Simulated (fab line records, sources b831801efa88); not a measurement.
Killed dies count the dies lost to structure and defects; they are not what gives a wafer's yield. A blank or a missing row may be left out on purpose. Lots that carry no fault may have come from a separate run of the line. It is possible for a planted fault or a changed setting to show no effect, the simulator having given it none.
A lot that was struck, set against a sound lot ; flow sky130 ; 21 out of 708 route steps
Sound: wafers L367.1, L367.3, L367.5. Struck: wafer L373.5 (left out: L373.1, L373.2 of the same lot, which were not struck); the cause appears at the end.
For every step that has rows: the tool of each side, followed by ch and its chambers, followed by its first start. Under that, the readings that differ: sound wafers ; struck wafers ; difference of the means ; sigmas: that difference in standard deviations of wafers without a fault.
alike: readings with means less than 2 such deviations apart, plus words and numbers identical on both sides. not compared: withheld readings, readings lacking a value on some wafer, bounds such as >300 that could conceal the same value, and numbers that have no deviation in the record and whose values overlap.
A row with sigmas, a row that says differs or no value, or rows on one side alone: a step with any of these is where the two part. When numbers do not overlap yet have no deviation, they are printed without sigmas and do not part them. Lack of a reading on every wafer of one side parts them only where that side has two or more wafers.

first, 4 steps without rows for these wafers: SKY_METAL2_STRIP_21 (strips in post etch residue remover, time 1200 s); SKY_METAL2_CLEAN_22 (cleans in IPA, time 180 s); SKY_METAL2_CLEAN_23 (cleans in O3/DIW); SKY_VIA2_HDPCVD_00 (deposits SiO2, target thk 1180 nm, time 196.7 s).
SKY_VIA2_THK_MEAS_01:
  struck on film-metro-03, day 38 21:56; sound on film-metro-01, day 36 23:00
  alike: VIA2_HDPCVD_THK
SKY_VIA2_CMP_02: polishes SiO2.
  sound on cmp-01 ch 0,2, day 36 23:07; struck on cmp-01 ch 1, day 38 21:59
reading;sound;struck;difference;sigmas
slurry-flow-ml-min;149.7 150.2 149.5;150.8;+1.0;+2
  alike: motor-current-A
SKY_VIA2_BOW_MEAS_03:
  struck on film-metro-01, day 38 22:17; sound on film-metro-03, day 36 23:22
reading;sound;struck;difference;sigmas
VIA2_BOW (um);76 85 82;101;+20;+3
then, 5 steps without rows for these wafers: SKY_VIA2_DEHYDRATE_04 (time 60 s); SKY_VIA2_HMDS_05 (prime time 60 s); SKY_VIA2_COAT_06 (resist thk 60 nm); SKY_VIA2_COAT_07 (resist thk 450 nm); SKY_VIA2_SOFTBAKE_08 (time 90 s).
SKY_VIA2_EXPOSE_09: exposes mask VIM2, target cd 200 nm.
  sound on krf-scanner-02 ch 0, day 37 11:53; struck on krf-scanner-02 ch 0, day 39 10:41
  alike: mask
then, 2 steps without rows for these wafers: SKY_VIA2_PEB_10; SKY_VIA2_DEVELOP_11 (develop time 60 s).
SKY_VIA2_CD_MEAS_12: the cd target is 200 nm.
  struck on cd-sem-02, day 39 23:08; sound on cd-sem-02, day 38 00:41
reading;sound;struck;difference;sigmas
cd-nm (nm);201.2 199.8 199.2;172.0;-28.1;-23
SKY_VIA2_OVL_MEAS_13:
  struck on overlay-02, day 39 23:15; sound on overlay-02, day 38 00:48
  alike: VIA2_OVL
SKY_VIA2_ETCH_14: etches BARC in N2/H2, stops on SiO2, time 45.9 s, target depth 60 nm.
  sound on rie-diel-04 ch 0,2, day 38 00:50; struck on rie-diel-04 ch 1, day 39 23:17
reading;sound;struck;difference;sigmas
bias-w (W);100.47 100.18 100.42;99.47;-0.89;-3
drypump-motor-current-A (A);6.0 6.2 6.2;5.0;-1.1;-3
throttle-valve-pct (%);13.223 13.206 13.210;13.232;+0.019;+2
model.VIA2.cd-nm (nm);201.7 199.4 198.3;171.6;-28.2;
  alike: oes-product-au
  not compared: rf-hours-counter-h
SKY_VIA2_ETCH_15: etches SiO2 in C4F8/O2/Ar, stops on TiN, target depth 546 nm, time 84 s.
  sound on rie-diel-04 ch 0,2, day 38 00:53; struck on rie-diel-04 ch 1, day 39 23:20
reading;sound;struck;difference;sigmas
model.VIA2.cd-nm (nm);200.5 197.7 197.5;172.5;-26.1;
  alike: bias-w, oes-product-au
  not compared: rf-hours-counter-h
SKY_VIA2_STRIP_16: strips in O2/N2.
  sound on plasma-asher-03 ch 1, day 38 00:56; struck on plasma-asher-03 ch 0, day 39 23:23
  alike: drypump-motor-current-A, oes-product-au, strip-time-to-endpoint-s
  not compared: rf-hours-counter-h
-- the record jumps here: 9 days lie between the struck wafers' starts before and after (it left off in module VIA2 and takes up again in module PAD_OPEN, whose first step shown is number 708 of the route) --
SKY_PAD_OPEN_PROBE_99:
  struck on prober-02, day 48 17:24; sound on prober-02, day 47 05:33
reading;sound;struck;difference;sigmas
model.etest.via2-chain.rc-ohm;10 10.3 10.58;13.07;+2.78;

== WHERE THEY PART ==
First at SKY_VIA2_CMP_02; last, within this record, at SKY_VIA2_ETCH_14. Later steps at which nothing parts them and some readings are alike: SKY_VIA2_ETCH_15, SKY_VIA2_STRIP_16.

WHY: what had been put in by the simulator
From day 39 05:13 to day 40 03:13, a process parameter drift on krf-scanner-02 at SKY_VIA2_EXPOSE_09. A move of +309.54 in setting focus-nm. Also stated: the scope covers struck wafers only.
